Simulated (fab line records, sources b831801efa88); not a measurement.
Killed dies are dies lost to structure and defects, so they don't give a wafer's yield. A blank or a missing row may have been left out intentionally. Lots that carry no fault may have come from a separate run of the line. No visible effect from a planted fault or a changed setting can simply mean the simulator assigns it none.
What tool caused it? | flow gf180mcu | 14 lots with 42 wafers sampled at 5 steps, on a route of 602 steps

== WHAT THE GAUGES SHOWED, per wafer ==
GF_NWELL_OVL_MEAS_07. Usual: NWELL_OVL -0.4 nm, standard deviation 1.5.
lot  | measured    | on         | NWELL_OVL (nm) | flag
L944 | day 3 06:32 | overlay-01 | -2.2 -0.3 -1.6 |
L945 | day 3 13:17 | overlay-02 | 1.2 0.9 0.4    |
L946 | day 3 18:20 | overlay-01 | 1.0 -0.8 -1.4  |
L947 | day 3 22:26 | overlay-01 | -1.9 0.9 0.1   |
L948 | day 4 04:44 | overlay-01 | -2.2 -2.4 -2.1 |
L950 | day 4 17:05 | overlay-01 | -1.3 -1.6 -0.3 |
L951 | day 4 20:56 | overlay-01 | -1.9 -1.4 -0.5 |
L955 | day 5 20:26 | overlay-02 | 2.5 0.1 1.0    |
L956 | day 6 01:01 | overlay-02 | -0.7 -1.7 -1.5 |
L957 | day 6 05:53 | overlay-02 | -0.6 -2.3 -1.7 |
L959 | day 6 17:29 | overlay-02 | 0.0 -0.4 1.0   |
L960 | day 6 23:11 | overlay-01 | 1.8 1.9 2.0    |
L961 | day 7 03:50 | overlay-01 | -1.9 -1.6 -1.1 |
L966 | day 8 06:59 | overlay-01 | -1.6 -1.4 -0.7 |

GF_NSD_OVL_MEAS_08. Usual: NSD_OVL 0.2 nm, standard deviation 1.4.
lot  | measured     | on         | NSD_OVL (nm)   | flag
L944 | day 13 06:49 | overlay-01 | 0.4 -0.4 1.0   |
L945 | day 13 17:03 | overlay-02 | 2.1 0.5 2.4    |
L946 | day 13 22:48 | overlay-02 | -0.5 -2.0 -0.5 |
L947 | day 14 09:14 | overlay-02 | -1.3 1.0 -1.0  |
L948 | day 14 15:51 | overlay-02 | -0.6 -0.8 -2.2 |
L950 | day 15 08:39 | overlay-02 | 0.4 -0.5 -0.1  |
L951 | day 15 19:00 | overlay-02 | -1.8 -2.2 -1.1 |
L955 | day 17 01:53 | overlay-02 | -1.2 0.5 -2.8  |
L956 | day 17 10:45 | overlay-02 | 1.6 1.7 1.7    |
L957 | day 17 19:50 | overlay-02 | 0.4 -0.5 2.3   |
L959 | day 18 14:34 | overlay-02 | -1.5 0.0 1.2   |
L960 | day 18 18:50 | overlay-02 | 1.3 1.5 1.1    |
L961 | day 19 04:05 | overlay-02 | 0.4 -2.3 1.5   |
L966 | day 21 00:25 | overlay-01 | 0.9 0.3 0.7    |

GF_PSD_CD_MEAS_07 targets a cd of 400 nm. Usual: cd-nm 399.2 nm, standard deviation 1.9.
lot  | measured     | on        | cd-nm (nm)        | flag
L944 | day 14 03:37 | cd-sem-01 | 402.9 399.0 400.1 |
L945 | day 14 13:55 | cd-sem-02 | 399.0 399.0 399.5 |
L946 | day 14 20:17 | cd-sem-02 | 399.8 395.6 401.2 |
L947 | day 15 06:07 | cd-sem-01 | 400.9 401.6 400.8 |
L948 | day 15 12:54 | cd-sem-01 | 396.3 397.1 394.5 |
L950 | day 16 07:17 | cd-sem-02 | 401.1 400.3 402.1 |
L951 | day 16 17:37 | cd-sem-01 | 401.7 399.4 400.0 |
L955 | day 18 01:13 | cd-sem-02 | 396.9 398.0 398.4 |
L956 | day 18 10:17 | cd-sem-02 | 397.2 400.3 399.1 |
L957 | day 18 20:01 | cd-sem-01 | 400.2 400.1 399.0 |
L959 | day 19 15:22 | cd-sem-01 | 398.6 397.3 399.6 |
L960 | day 19 19:49 | cd-sem-02 | 399.7 396.7 400.0 |
L961 | day 20 05:22 | cd-sem-02 | 402.0 402.0 401.4 |
L966 | day 22 00:39 | cd-sem-02 | 402.7 402.6 403.1 |

== WHICH TOOL RAN EACH LOT (tool, then ch and the chambers of the sampled wafers, then the start) ==
lot  | GF_LVPWELL_COAT_02               | GF_LVPWELL_STRIP_10
L944 | litho-track-03 ch 0, day 3 13:37 | plasma-asher-02 ch 0,1, day 3 20:17
L945 | litho-track-01 ch 0, day 3 19:38 | plasma-asher-02 ch 0,1, day 4 03:22
L946 | litho-track-02 ch 0, day 4 01:32 | plasma-asher-03 ch 0,1, day 4 08:30
L947 | litho-track-02 ch 0, day 4 05:01 | plasma-asher-02 ch 0,1, day 4 12:31
L948 | litho-track-03 ch 0, day 4 11:31 | plasma-asher-04 ch 0,1, day 4 19:14
L950 | litho-track-02 ch 0, day 4 23:59 | plasma-asher-02 ch 0, day 5 08:03
L951 | litho-track-02 ch 0, day 5 03:55 | plasma-asher-04 ch 0,1, day 5 12:03
L955 | litho-track-03 ch 0, day 6 04:04 | plasma-asher-04 ch 0,1, day 6 11:52
L956 | litho-track-03 ch 0, day 6 08:35 | plasma-asher-03 ch 0,1, day 6 17:09
L957 | litho-track-02 ch 0, day 6 13:37 | plasma-asher-04 ch 1, day 6 21:49
L959 | litho-track-01 ch 0, day 7 01:03 | plasma-asher-03 ch 0,1, day 7 09:44
L960 | litho-track-02 ch 0, day 7 07:10 | plasma-asher-03 ch 0,1, day 7 15:24
L961 | litho-track-02 ch 0, day 7 11:49 | plasma-asher-04 ch 0,1, day 7 20:28
L966 | litho-track-02 ch 0, day 8 15:28 | plasma-asher-02 ch 0,1, day 9 00:32
- GF_LVPWELL_COAT_02: resist thk 3000 nm.
- GF_LVPWELL_STRIP_10: strips in O2/N2.

== WHAT THE TOOLS THEMSELVES READ (means of the sampled wafers that have a number; where no wafer has one, the mark that the record gives instead) ==
GF_LVPWELL_STRIP_10. Usual: chamber-pressure-mTorr 1469.9 mTorr, standard deviation 1.4; drypump-motor-current-A 5.8 A, standard deviation 0.4; heater-power-w 317 W, standard deviation 19; n2-flow-sccm 300.0 sccm, standard deviation 0.81; o2-flow-sccm 3002 sccm, standard deviation 9.4; oes-product-au 0.719 a.u., standard deviation 0.0044; platen-temp-c 250.01 C, standard deviation 0.16; strip-time-to-endpoint-s 37.15 s, standard deviation 0.12.
lot  | tool            | chamber-pressure-mTorr (mTorr) | drypump-motor-current-A (A) | heater-power-w (W) | n2-flow-sccm (sccm) | o2-flow-sccm (sccm) | oes-product-au (a.u.) | platen-temp-c (C) | strip-time-to-endpoint-s (s) | flag
L944 | plasma-asher-02 | 1470.4                         | 5.6                         | 306                | 299.8               | 2995                | 0.721                 | 249.87            | 37.24                        |
L945 | plasma-asher-02 | 1470.9                         | 5.6                         | 305                | 299.6               | 3002                | 0.718                 | 249.94            | 37.05                        |
L946 | plasma-asher-03 | 1469.8                         | 6.1                         | 334                | 300.0               | 3013                | 0.720                 | 250.14            | 37.14                        |
L947 | plasma-asher-02 | 1468.0                         | 5.6                         | 308                | 300.5               | 2998                | 0.721                 | 249.98            | 37.30                        |
L948 | plasma-asher-04 | 1470.3                         | 5.2                         | 318                | 300.9               | 2990                | 0.723                 | 250.00            | 37.00                        |
L950 | plasma-asher-02 | 1469.6                         | 5.6                         | 302                | 300.0               | 2989                | 0.717                 | 250.26            | 37.37                        |
L951 | plasma-asher-04 | 1469.0                         | 5.4                         | 314                | 299.5               | 3003                | 0.715                 | 250.01            | 37.32                        |
L955 | plasma-asher-04 | 1469.8                         | 5.2                         | 321                | 299.1               | 2998                | 0.710                 | 249.88            | 19.50                        | OFF
L956 | plasma-asher-03 | 1471.0                         | 6.1                         | 334                | 300.1               | 3004                | 0.713                 | 249.93            | 19.49                        | OFF
L957 | plasma-asher-04 | 1471.0                         | 5.1                         | 328                | 300.2               | 2996                | 0.721                 | 250.04            | 37.24                        |
L959 | plasma-asher-03 | 1469.5                         | 6.2                         | 334                | 299.9               | 3004                | 0.722                 | 249.92            | 36.99                        |
L960 | plasma-asher-03 | 1468.0                         | 6.2                         | 314                | 299.9               | 3000                | 0.718                 | 250.18            | 37.24                        |
L961 | plasma-asher-04 | 1468.7                         | 5.2                         | 326                | 300.0               | 2998                | 0.720                 | 250.08            | 37.12                        |
L966 | plasma-asher-02 | 1469.9                         | 5.6                         | 305                | 300.4               | 3005                | 0.723                 | 250.02            | 37.16                        |

== THE ANSWER, worked out from the rows above alone ==
Rule: lot off if the mean of its wafers having a number is beyond 3 standard deviations from the usual mean. A lot without any number at a reading at which 4 lots or more have one is off too. Any other lot the step has rows for is counted as sound. Order of review: gauges by route order, followed by the tools' own readings, for which a lot's mean as printed above is used. At the first step where some lot is off, the reading lying furthest off is the one used; lots without a number count as furthest.
Off: L955, L956 (GF_LVPWELL_STRIP_10, strip-time-to-endpoint-s).
A tool fits if, at that step or a process step before it, it ran every lot that is off, and no sound lot after the first of them. One fits: litho-track-03 at GF_LVPWELL_COAT_02. Its last sound lot is L948 (day 4 11:31), its first lot that is off L955 (day 6 04:04): a fault that began between those two fits.

== WHAT HAD BEEN PUT IN BY THE SIMULATOR ==
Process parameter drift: litho-track-03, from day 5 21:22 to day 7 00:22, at GF_LVPWELL_COAT_02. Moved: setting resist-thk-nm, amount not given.
Struck lots among those shown: L955, L956. The same result came from the rule above.
